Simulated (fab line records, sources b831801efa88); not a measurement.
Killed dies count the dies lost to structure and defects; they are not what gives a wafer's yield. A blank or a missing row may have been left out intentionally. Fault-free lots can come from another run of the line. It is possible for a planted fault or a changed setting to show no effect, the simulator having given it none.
Chamber matching || flow gf180mcu || GF_V2_CMP_26 on cmp-02 has 4 sister chambers
The step polishes, stops on SiO2, t overpolish 15 s, target thk 0 nm. 14 wafers are shown with their chamber, then 7 later ones without.

== WAFERS, EACH WITH ITS CHAMBER ==
{"wafer": "L515.2", "chamber": 1, "time-to-endpoint-s (s)": 79, "motor-current-A (A)": 10.5, "slurry-flow-ml-min": 149.9}
{"wafer": "L515.3", "chamber": 2, "time-to-endpoint-s (s)": 78, "motor-current-A (A)": 11.4, "slurry-flow-ml-min": 149.9}
{"wafer": "L515.6", "chamber": 3, "time-to-endpoint-s (s)": 84, "motor-current-A (A)": 11.9, "slurry-flow-ml-min": 150.1}
{"wafer": "L516.1", "chamber": 0, "time-to-endpoint-s (s)": 83, "motor-current-A (A)": 12.0, "slurry-flow-ml-min": 149.5}
{"wafer": "L516.2", "chamber": 1, "time-to-endpoint-s (s)": 78, "motor-current-A (A)": 11.1, "slurry-flow-ml-min": 150.5}
{"wafer": "L516.3", "chamber": 2, "time-to-endpoint-s (s)": 78, "motor-current-A (A)": 11.5, "slurry-flow-ml-min": 150.2}
{"wafer": "L517.2", "chamber": 3, "time-to-endpoint-s (s)": 90, "motor-current-A (A)": 11.2, "slurry-flow-ml-min": 149.8}
{"wafer": "L517.3", "chamber": 2, "time-to-endpoint-s (s)": 83, "motor-current-A (A)": 11.1, "slurry-flow-ml-min": 150.1}
{"wafer": "L517.6", "chamber": 2, "time-to-endpoint-s (s)": 82, "motor-current-A (A)": 11.2, "slurry-flow-ml-min": 150.0}
{"wafer": "L518.4", "chamber": 2, "time-to-endpoint-s (s)": 77, "motor-current-A (A)": 11.4, "slurry-flow-ml-min": 149.6}
{"wafer": "L518.5", "chamber": 3, "time-to-endpoint-s (s)": 87, "motor-current-A (A)": 11.6, "slurry-flow-ml-min": 150.7}
{"wafer": "L518.6", "chamber": 0, "time-to-endpoint-s (s)": 86, "motor-current-A (A)": 11.8, "slurry-flow-ml-min": 150.2}
{"wafer": "L526.1", "chamber": 0, "time-to-endpoint-s (s)": 89, "motor-current-A (A)": 11.4, "slurry-flow-ml-min": 149.3}
{"wafer": "L526.3", "chamber": 2, "time-to-endpoint-s (s)": 83, "motor-current-A (A)": 11.1, "slurry-flow-ml-min": 150.3}

SIGNATURES (means of the wafers above)
{"reading": "time-to-endpoint-s", "chamber 0": 86.00, "chamber 1": 78.50, "chamber 2": 80.17, "chamber 3": 87.00, "scatter within a chamber": 2.74}
{"reading": "motor-current-A", "chamber 0": 11.733, "chamber 1": 10.800, "chamber 2": 11.283, "chamber 3": 11.567, "scatter within a chamber": 0.276}
{"reading": "slurry-flow-ml-min", "chamber 0": 149.667, "chamber 1": 150.200, "chamber 2": 150.017, "chamber 3": 150.200, "scatter within a chamber": 0.368}
Rule: distance of a wafer from a chamber = root of the sum over the readings of ((wafer's reading minus chamber's mean) / reading's scatter) squared. The wafer belongs to the nearest chamber; if the next one is less than 2 further off, it can't be placed. The scatter: the root of (the sum of the squares of (reading less its chamber's mean) over the shown wafers, divided by (wafers less chambers)).

== WAFERS WITH NO CHAMBER GIVEN ==
{"wafer": "L526.6", "time-to-endpoint-s (s)": 81, "motor-current-A (A)": 10.8, "slurry-flow-ml-min": 149.5}
{"wafer": "L533.1", "time-to-endpoint-s (s)": 78, "motor-current-A (A)": 11.3, "slurry-flow-ml-min": 150.6}
{"wafer": "L533.3", "time-to-endpoint-s (s)": 86, "motor-current-A (A)": 11.6, "slurry-flow-ml-min": 149.5}
{"wafer": "L533.5", "time-to-endpoint-s (s)": 82, "motor-current-A (A)": 11.4, "slurry-flow-ml-min": 150.0}
{"wafer": "L535.2", "time-to-endpoint-s (s)": 89, "motor-current-A (A)": 10.5, "slurry-flow-ml-min": 149.7}
{"wafer": "L535.4", "time-to-endpoint-s (s)": 88, "motor-current-A (A)": 10.9, "slurry-flow-ml-min": 150.3}
{"wafer": "L535.5", "time-to-endpoint-s (s)": 85, "motor-current-A (A)": 11.1, "slurry-flow-ml-min": 150.2}

== THE CHAMBER EACH PASSED THROUGH ==
{"wafer": "L526.6", "from the rows above": "can't be placed: 1 or 2 or 0 or 3", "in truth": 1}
{"wafer": "L533.1", "from the rows above": "can't be placed: 2 or 1 or 3", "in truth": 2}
{"wafer": "L533.3", "from the rows above": "can't be placed: 0 or 3", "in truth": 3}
{"wafer": "L533.5", "from the rows above": "can't be placed: 2 or 3 or 0 or 1", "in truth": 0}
{"wafer": "L535.2", "from the rows above": "can't be placed: 3 or 1 or 2 or 0", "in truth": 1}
{"wafer": "L535.4", "from the rows above": "can't be placed: 3 or 2 or 1 or 0", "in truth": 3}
{"wafer": "L535.5", "from the rows above": "can't be placed: 3 or 2 or 1 or 0", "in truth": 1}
Placed correctly: 0 of 7. Not placeable from these rows: 7 (in 7, the candidates include the true chamber). 0 placed wrongly.
